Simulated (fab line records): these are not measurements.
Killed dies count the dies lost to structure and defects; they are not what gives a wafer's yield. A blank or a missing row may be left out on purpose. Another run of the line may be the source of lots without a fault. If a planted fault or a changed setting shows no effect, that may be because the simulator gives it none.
Which tool was responsible? + flow sky130 + 11 lots, 33 wafers sampled, at 5 steps of a route of 708

WHAT THE GAUGES READ, wafer by wafer
SKY_METAL2_RS_MEAS_05: measurement is done with a four-point probe.
| lot  | measured     | on           | METAL2_ALCU_RS (ohm/sq) |
|------|--------------|--------------|-------------------------|
| L605 | day 34 00:02 | filmMetro-04 | 0.1259 0.1271 0.1272    |
| L607 | day 34 18:04 | filmMetro-04 | 0.1272 0.1268 0.1278    |
| L608 | day 35 02:16 | filmMetro-04 | 0.1256 0.1270 0.1271    |
| L616 | day 37 12:29 | filmMetro-04 | 0.1228 0.1270 0.1264    |
| L621 | day 39 08:22 | filmMetro-02 | 0.1274 0.1269 0.1260    |
| L619 | day 39 11:46 | filmMetro-04 | 0.1273 0.1278 0.1278    |
| L623 | day 40 15:58 | filmMetro-04 | 0.1277 0.1285 0.1267    |
| L624 | day 40 16:48 | filmMetro-03 | 0.1276 0.1274 0.1270    |
| L625 | day 40 19:37 | filmMetro-02 | 0.1255 0.1262 0.1267    |
| L627 | day 41 14:15 | filmMetro-04 | 0.1283 0.1287 0.1279    |
| L628 | day 41 18:44 | filmMetro-02 | 0.1277 0.1266 0.1266    |

TOOL THAT RAN EACH LOT (tool first, then ch and the chambers of the sampled wafers, then the start)
| lot  | SKY_VIA1_STRIP_16                   | SKY_VIA1_SPUTTER_20         | SKY_VIA1_CVD_21              | SKY_METAL2_SPUTTER_02       |
|------|-------------------------------------|-----------------------------|------------------------------|-----------------------------|
| L605 | plasmaAsher-03 ch 0,1, day 33 22:40 | pvdSputter-04, day 33 23:15 | cvdW-01 ch 0,1, day 33 23:19 | pvdSputter-03, day 33 23:56 |
| L607 | plasmaAsher-04 ch 0,1, day 34 16:41 | pvdSputter-04, day 34 17:17 | cvdW-01 ch 0,1, day 34 17:20 | pvdSputter-01, day 34 17:58 |
| L608 | plasmaAsher-03 ch 0,1, day 35 00:49 | pvdSputter-03, day 35 01:24 | cvdW-02 ch 0,1, day 35 01:28 | pvdSputter-01, day 35 02:09 |
| L616 | plasmaAsher-04 ch 0,1, day 37 11:03 | pvdSputter-04, day 37 11:41 | cvdW-01 ch 0,1, day 37 11:45 | pvdSputter-03, day 37 12:22 |
| L621 | plasmaAsher-04 ch 0, day 39 06:59   | pvdSputter-01, day 39 07:34 | cvdW-01 ch 0,1, day 39 07:38 | pvdSputter-02, day 39 08:15 |
| L619 | plasmaAsher-02 ch 0,1, day 39 10:17 | pvdSputter-01, day 39 10:52 | cvdW-02 ch 1, day 39 10:58   | pvdSputter-02, day 39 11:39 |
| L623 | plasmaAsher-04 ch 0,1, day 40 14:29 | pvdSputter-03, day 40 15:08 | cvdW-01 ch 0,1, day 40 15:12 | pvdSputter-03, day 40 15:52 |
| L624 | plasmaAsher-03 ch 0,1, day 40 15:26 | pvdSputter-01, day 40 16:01 | cvdW-02 ch 0,1, day 40 16:05 | pvdSputter-03, day 40 16:42 |
| L625 | plasmaAsher-04 ch 0, day 40 18:14   | pvdSputter-03, day 40 18:50 | cvdW-01 ch 0,1, day 40 18:53 | pvdSputter-03, day 40 19:31 |
| L627 | plasmaAsher-02 ch 0,1, day 41 12:52 | pvdSputter-04, day 41 13:28 | cvdW-02 ch 0,1, day 41 13:31 | pvdSputter-02, day 41 14:08 |
| L628 | plasmaAsher-02 ch 0,1, day 41 16:54 | pvdSputter-01, day 41 17:44 | cvdW-02 ch 0,1, day 41 17:49 | pvdSputter-03, day 41 18:35 |
- SKY_VIA1_STRIP_16: strips in O2/N2.
- SKY_VIA1_SPUTTER_20: material TiN, target thk 20 nm, time 80 s.
- SKY_VIA1_CVD_21: deposits W, target thk 270 nm, time 80.902 s.
- SKY_METAL2_SPUTTER_02: material AlCu, target thk 250 nm, time 13.3 s.

THE ANSWER, worked out from the rows above alone
Rule: the usual values come from the lots themselves. Put in order of their means at a reading, lots are off if they are a third of the lots or fewer, leave a main group of 4 or more, and stand apart from it by a gap of 3 or more times the standard deviation of the main group's means; of several such gaps the widest counts. A main group whose means are all the same, to the digits that the tables above print for the reading, isn't used. Also off: a lot with no number at a reading for which 4 or more lots have one. All remaining lots with rows at the step are treated as sound.
No lot is off on any of the readings shown, so nothing can be concluded from this.

WHAT WAS PUT IN BY THE SIMULATOR
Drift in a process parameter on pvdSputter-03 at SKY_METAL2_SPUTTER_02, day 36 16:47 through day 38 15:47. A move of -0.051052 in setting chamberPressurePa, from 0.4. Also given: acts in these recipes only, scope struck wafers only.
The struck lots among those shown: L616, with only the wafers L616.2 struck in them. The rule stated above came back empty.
